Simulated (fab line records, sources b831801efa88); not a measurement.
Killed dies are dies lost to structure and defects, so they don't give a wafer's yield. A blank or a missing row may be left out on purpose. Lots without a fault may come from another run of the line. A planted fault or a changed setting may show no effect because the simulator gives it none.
Chamber matching | flow sky130 | SKY_LI_CONTACT_ETCH_14 on rie_diel-04: 4 sister chambers
The step etches BARC in N2/H2, stops on SiO2, time 45.9 s, target depth 60 nm. 24 wafers are shown with their chamber, then 12 later ones without.

WAFERS WITH THEIR CHAMBER
wafer  | chamber | throttle_valve_pct (%) | oes_product_au (a.u.)
L074.1 | 1       | 13.223                 | 0.859
L074.2 | 0       | 13.220                 | 0.867
L074.3 | 2       | 13.226                 | 0.846
L074.4 | 1       | 13.221                 | 0.849
L074.5 | 0       | 13.234                 | 0.854
L074.6 | 2       | 13.230                 | 0.856
L075.4 | 1       | 13.224                 | 0.844
L075.5 | 2       | 13.228                 | 0.863
L075.6 | 0       | 13.214                 | 0.858
L078.2 | 3       | 13.236                 | 0.855
L078.3 | 0       | 13.229                 | 0.852
L078.4 | 1       | 13.223                 | 0.858
L080.1 | 0       | 13.214                 | 0.851
L080.3 | 3       | 13.215                 | 0.865
L080.6 | 0       | 13.220                 | 0.856
L085.1 | 2       | 13.221                 | 0.862
L085.4 | 0       | 13.230                 | 0.862
L085.6 | 1       | 13.219                 | 0.866
L087.1 | 0       | 13.211                 | 0.847
L087.2 | 1       | 13.226                 | 0.856
L087.3 | 3       | 13.223                 | 0.854
L087.4 | 2       | 13.228                 | 0.852
L087.5 | 1       | 13.214                 | 0.851
L087.6 | 2       | 13.226                 | 0.852

SIGNATURES (means of the wafers above)
reading            | chamber 0 | chamber 1 | chamber 2 | chamber 3 | scatter within a chamber
throttle_valve_pct | 13.22150  | 13.22143  | 13.22650  | 13.22467  | 0.00663
oes_product_au     | 0.85587   | 0.85471   | 0.85517   | 0.85800   | 0.00668
Rule: a wafer's distance from a chamber is the root of the sum, over the readings, of the square of ((its reading less the chamber's mean) divided by the reading's scatter). The wafer belongs to the nearest chamber; if the next one is less than 2 further off, it can't be placed. The scatter: the root of (the sum of the squares of (reading less its chamber's mean) over the shown wafers, divided by (wafers less chambers)).

WAFERS WITHOUT THEIR CHAMBER
wafer  | throttle_valve_pct (%) | oes_product_au (a.u.)
L089.1 | 13.218                 | 0.856
L089.2 | 13.219                 | 0.851
L089.3 | 13.225                 | 0.856
L089.4 | 13.217                 | 0.850
L089.5 | 13.226                 | 0.856
L089.6 | 13.230                 | 0.862
L092.1 | 13.238                 | 0.841
L092.3 | 13.218                 | 0.862
L092.5 | 13.238                 | 0.853
L097.2 | 13.223                 | 0.850
L097.4 | 13.230                 | 0.850
L097.5 | 13.236                 | 0.851

WHICH CHAMBER EACH WENT THROUGH
wafer  | from the rows above               | in truth
L089.1 | can't be placed: 0 or 1 or 3 or 2 | 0
L089.2 | can't be placed: 1 or 0 or 2 or 3 | 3
L089.3 | can't be placed: 2 or 3 or 0 or 1 | 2
L089.4 | can't be placed: 1 or 0 or 2 or 3 | 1
L089.5 | can't be placed: 2 or 3 or 0 or 1 | 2
L089.6 | can't be placed: 3 or 2 or 0 or 1 | 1
L092.1 | can't be placed: 2 or 1 or 3 or 0 | 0
L092.3 | can't be placed: 0 or 3 or 1 or 2 | 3
L092.5 | can't be placed: 2 or 3 or 1 or 0 | 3
L097.2 | can't be placed: 1 or 0 or 2 or 3 | 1
L097.4 | can't be placed: 2 or 3 or 1 or 0 | 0
L097.5 | can't be placed: 2 or 3 or 1 or 0 | 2
Placed correctly: 0 of 12. Can't be placed from these rows: 12 (the true chamber is among the candidates in 12). Placed wrongly: 0.
